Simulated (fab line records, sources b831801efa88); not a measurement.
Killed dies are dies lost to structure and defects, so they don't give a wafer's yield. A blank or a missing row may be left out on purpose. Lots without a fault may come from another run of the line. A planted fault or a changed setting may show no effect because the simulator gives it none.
Which tool did it? | flow sfq_line | 14 lots, 42 wafers sampled, at 2 steps of a route of 325

WHAT THE GAUGES READ, wafer by wafer
SFQ_M1_RS_MEAS_909: measures by four-point-probe.
lot  | measured     | on            | M1_NB_RS (ohm/sq)
L777 | day 19 22:57 | film_metro-03 | 0.880 0.895 0.884
L778 | day 20 09:10 | film_metro-03 | 0.886 0.883 0.905
L779 | day 20 21:16 | film_metro-02 | 0.900 0.909 0.911
L780 | day 20 23:43 | film_metro-03 | 0.874 0.880 0.904
L783 | day 21 09:17 | film_metro-02 | 0.890 0.902 0.890
L784 | day 21 11:54 | film_metro-03 | 0.890 0.885 0.889
L785 | day 21 15:32 | film_metro-01 | 0.907 0.880 0.885
L787 | day 21 22:38 | film_metro-03 | 0.883 0.884 0.886
L790 | day 24 02:11 | film_metro-02 | 0.874 0.863 0.877
L791 | day 24 09:23 | film_metro-03 | 0.876 0.883 0.882
L797 | day 26 18:41 | film_metro-03 | 0.894 0.879 0.901
L798 | day 27 01:44 | film_metro-01 | 1.008 1.017 1.009
L799 | day 28 04:11 | film_metro-01 | 1.013 1.029 1.036
L800 | day 28 11:25 | film_metro-01 | 0.907 0.890 0.897

WHICH TOOL RAN EACH LOT (tool, then ch and the chambers of the sampled wafers, then the start)
lot  | SFQ_TRILAYER_M1_DEP_SPUTTER_037
L777 | pvd_sputter-05, day 19 22:50
L778 | pvd_sputter-06, day 20 09:02
L779 | pvd_sputter-04, day 20 21:10
L780 | pvd_sputter-06, day 20 23:34
L783 | pvd_sputter-04, day 21 09:10
L784 | pvd_sputter-05, day 21 11:46
L785 | pvd_sputter-06, day 21 15:27
L787 | pvd_sputter-06, day 21 22:32
L790 | pvd_sputter-06, day 24 02:05
L791 | pvd_sputter-04, day 24 09:17
L797 | pvd_sputter-04, day 26 18:35
L798 | pvd_sputter-05, day 27 01:37
L799 | pvd_sputter-05, day 28 04:06
L800 | pvd_sputter-04, day 28 11:18
- SFQ_TRILAYER_M1_DEP_SPUTTER_037: material Nb, target thk 200 nm, time 133.3 s.

WHAT THE TOOLS THEMSELVES READ (means of the sampled wafers that have a number; where no wafer has one, the mark that the record gives instead)
SFQ_TRILAYER_M1_DEP_SPUTTER_037.
lot  | tool           | resputter_cathode_voltage_v (V) | throttle_valve_pct (%)
L777 | pvd_sputter-05 | 401                             | 30.8
L778 | pvd_sputter-06 | 400                             | 30.2
L779 | pvd_sputter-04 | 402                             | 30.3
L780 | pvd_sputter-06 | 399                             | 30.1
L783 | pvd_sputter-04 | 399                             | 30.5
L784 | pvd_sputter-05 | 402                             | 30.9
L785 | pvd_sputter-06 | 402                             | 30.1
L787 | pvd_sputter-06 | 397                             | 30.0
L790 | pvd_sputter-06 | 396                             | 30.0
L791 | pvd_sputter-04 | 395                             | 30.1
L797 | pvd_sputter-04 | 398                             | 29.3
L798 | pvd_sputter-05 | 402                             | 30.8
L799 | pvd_sputter-05 | 400                             | 31.5
L800 | pvd_sputter-04 | 404                             | 30.4

THE ANSWER, worked out from the rows above alone
Rule: what is usual is taken from the lots themselves. Put in order of their means at a reading, lots are off if they are a third of the lots or fewer, leave a main group of 4 or more, and stand apart from it by a gap of 3 or more times the standard deviation of the main group's means; of several such gaps the widest counts. A main group whose means are all the same, to the digits that the tables above print for the reading, isn't used. A lot without any number at a reading at which 4 lots or more have one is off too. The other lots that the step has rows for count as sound. The gauges are gone through in route order, then the tools' own readings, and for those a lot's mean is taken as printed above. The first step at which some lot is off is used, and at that step the reading that is off furthest; a lot without a number counts as furthest.
Off: L798, L799, at SFQ_M1_RS_MEAS_909 (M1_NB_RS). The main group: mean 0.889 ohm/sq, standard deviation 0.0085.
A tool fits if, at a process step before that reading, it ran every lot that is off, and no sound lot after the first of them. The gauges at SFQ_M1_RS_MEAS_909 are tried like those tools. One fits: pvd_sputter-05 at SFQ_TRILAYER_M1_DEP_SPUTTER_037. Its last sound lot is L784 (day 21 11:46), its first lot that is off L798 (day 27 01:37): a fault that began between those two fits.

WHAT THE SIMULATOR HAD PUT IN
Process parameter drift: pvd_sputter-05, from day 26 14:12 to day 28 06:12, at SFQ_TRILAYER_M1_DEP_SPUTTER_037. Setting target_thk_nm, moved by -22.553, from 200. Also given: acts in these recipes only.
Lots struck among those shown: L798, L799. The rule above found the same.
